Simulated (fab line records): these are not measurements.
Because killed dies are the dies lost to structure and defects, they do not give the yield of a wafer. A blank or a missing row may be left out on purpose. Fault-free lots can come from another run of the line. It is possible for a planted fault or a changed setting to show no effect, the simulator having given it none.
Which tool is to blame? | flow gf180mcu | 36 wafers from 12 lots sampled at 5 of the route's 602 steps

== WHAT THE GAUGES READ, wafer by wafer ==
GF_V3_THK_MEAS_25: measures by xrf.
lot  | measured     | on            | V3_W_THK (nm)
L507 | day 22 08:39 | film-metro-02 | 351 347 348
L508 | day 22 19:01 | film-metro-02 | 356 355 357
L510 | day 23 17:04 | film-metro-02 | 349 354 355
L513 | day 24 16:04 | film-metro-01 | 349 351 348
L514 | day 24 22:33 | film-metro-01 | 349 351 346
L521 | day 27 08:37 | film-metro-01 | 346 343 350
L522 | day 27 19:41 | film-metro-02 | 348 348 349
L523 | day 27 20:53 | film-metro-04 | 344 345 347
L525 | day 28 13:19 | film-metro-01 | 351 345 347
L526 | day 28 16:01 | film-metro-02 | 341 340 342
L528 | day 29 07:28 | film-metro-04 | 343 348 341
L529 | day 29 13:33 | film-metro-01 | 341 344 340

GF_V5_OVL_MEAS_15.
lot  | measured     | on         | V5_OVL (nm)
L507 | day 27 03:23 | overlay-01 | 14 1 8
L508 | day 27 13:23 | overlay-02 | 9 -1 2
L510 | day 28 13:44 | overlay-02 | 2 3 6
L513 | day 29 04:26 | overlay-01 | 6 4 11
L514 | day 29 08:37 | overlay-02 | 3 4 -2
L521 | day 31 11:43 | overlay-02 | 1 2 -2
L522 | day 31 21:40 | overlay-02 | -2 -5 -8
L523 | day 31 23:44 | overlay-02 | 6 2 0
L525 | day 32 12:40 | overlay-01 | 6 4 3
L526 | day 32 14:59 | overlay-02 | 1 4 1
L528 | day 33 03:35 | overlay-02 | 4 3 -1
L529 | day 33 09:43 | overlay-01 | 3 -1 3

GF_TOP_METAL_CD_MEAS_14 targets a cd of 440 nm.
lot  | measured     | on        | cd-nm (nm)
L507 | day 28 01:14 | cd-sem-01 | 442.0 443.8 439.9
L508 | day 28 11:04 | cd-sem-01 | 438.3 438.7 437.6
L510 | day 29 10:25 | cd-sem-02 | 462.9 462.9 464.1
L513 | day 30 00:45 | cd-sem-01 | 460.4 460.0 461.3
L514 | day 30 05:13 | cd-sem-02 | 459.9 456.7 458.1
L521 | day 32 06:04 | cd-sem-01 | 441.7 442.1 440.9
L522 | day 32 15:28 | cd-sem-02 | 438.5 439.7 437.4
L523 | day 32 17:37 | cd-sem-02 | 438.2 436.9 436.0
L525 | day 33 06:10 | cd-sem-01 | 434.7 436.0 435.1
L526 | day 33 08:10 | cd-sem-02 | 442.9 441.2 441.5
L528 | day 33 20:31 | cd-sem-01 | 442.8 444.0 442.2
L529 | day 34 02:26 | cd-sem-02 | 439.6 439.1 438.8

== TOOL THAT RAN EACH LOT (tool first, then ch and the chambers of the sampled wafers, then the start) ==
lot  | GF_V4_CVD_02                    | GF_TOP_METAL_COAT_09
L507 | pecvd-01 ch 0,1,2, day 23 08:59 | litho-track-04 ch 0, day 27 15:02
L508 | pecvd-02 ch 1,2, day 23 19:18   | litho-track-04 ch 0, day 28 00:57
L510 | pecvd-03 ch 0,2, day 24 16:44   | litho-track-04 ch 0, day 29 00:35
L513 | pecvd-02 ch 0,2, day 25 14:30   | litho-track-04 ch 0, day 29 15:12
L514 | pecvd-01 ch 0,1,2, day 25 21:17 | litho-track-04 ch 0, day 29 19:15
L521 | pecvd-03 ch 0,1, day 28 06:25   | litho-track-01 ch 0, day 31 21:55
L522 | pecvd-03 ch 1,2, day 28 16:33   | litho-track-01 ch 0, day 32 07:22
L523 | pecvd-03 ch 0,1,2, day 28 17:58 | litho-track-04 ch 0, day 32 09:26
L525 | pecvd-02 ch 0,1, day 29 09:50   | litho-track-04 ch 0, day 32 22:02
L526 | pecvd-03 ch 0,2, day 29 12:45   | litho-track-03 ch 0, day 33 00:12
L528 | pecvd-02 ch 0,2, day 30 03:50   | litho-track-01 ch 0, day 33 13:02
L529 | pecvd-01 ch 0,1,2, day 30 10:02 | litho-track-01 ch 0, day 33 18:38
- GF_V4_CVD_02: deposits SiO2 from TEOS, target thk 850 nm, time 94.851 s.
- GF_TOP_METAL_COAT_09: resist thk 1500 nm.

== AS READ BY THE TOOLS THEMSELVES (means over the sampled wafers that have a number; for cases with no such wafer, the mark the record gives instead) ==
GF_V4_CVD_02.
lot  | tool     | heater-power-w (W)
L507 | pecvd-01 | 694
L508 | pecvd-02 | 638
L510 | pecvd-03 | 568
L513 | pecvd-02 | 717
L514 | pecvd-01 | 676
L521 | pecvd-03 | 618
L522 | pecvd-03 | 559
L523 | pecvd-03 | 581
L525 | pecvd-02 | 693
L526 | pecvd-03 | 675
L528 | pecvd-02 | 642
L529 | pecvd-01 | 705

GF_TOP_METAL_COAT_09.
lot  | tool           | chill-plate-temp-C (C)
L507 | litho-track-04 | 23.03
L508 | litho-track-04 | 23.12
L510 | litho-track-04 | 22.95
L513 | litho-track-04 | 22.88
L514 | litho-track-04 | 22.86
L521 | litho-track-01 | 22.98
L522 | litho-track-01 | 22.95
L523 | litho-track-04 | 22.96
L525 | litho-track-04 | 23.06
L526 | litho-track-03 | 23.14
L528 | litho-track-01 | 23.09
L529 | litho-track-01 | 22.90

== THE ANSWER, worked out from the rows above alone ==
Rule: usual is defined by the lots themselves. The widest of any qualifying gaps counts: lots, ordered by their means at a reading, are off when they make up no more than a third of the lots, leave a main group of 4 or more, and stand apart from it by 3 or more times the standard deviation of that group's means. Not used: any main group whose means are identical at the precision the tables above print for the reading. Also off: a lot with no number at a reading for which 4 or more lots have one. Any other lot the step has rows for is counted as sound. The gauges are gone through in route order, then the tools' own readings, and for those a lot's mean is taken as printed above. The first step at which some lot is off is used, and at that step the reading that is off furthest; a lot without a number counts as furthest.
Off: L510, L513, L514 (GF_TOP_METAL_CD_MEAS_14, cd-nm). The main group: mean 439.6 nm, standard deviation 2.5.
If a tool, at a process step before that reading, ran all the lots that are off and no sound lot after the first of them, it fits. Those tools and the gauges at GF_TOP_METAL_CD_MEAS_14 are tried in the same way. None of those tried fits.

== WHAT THE SIMULATOR HAD PUT IN ==
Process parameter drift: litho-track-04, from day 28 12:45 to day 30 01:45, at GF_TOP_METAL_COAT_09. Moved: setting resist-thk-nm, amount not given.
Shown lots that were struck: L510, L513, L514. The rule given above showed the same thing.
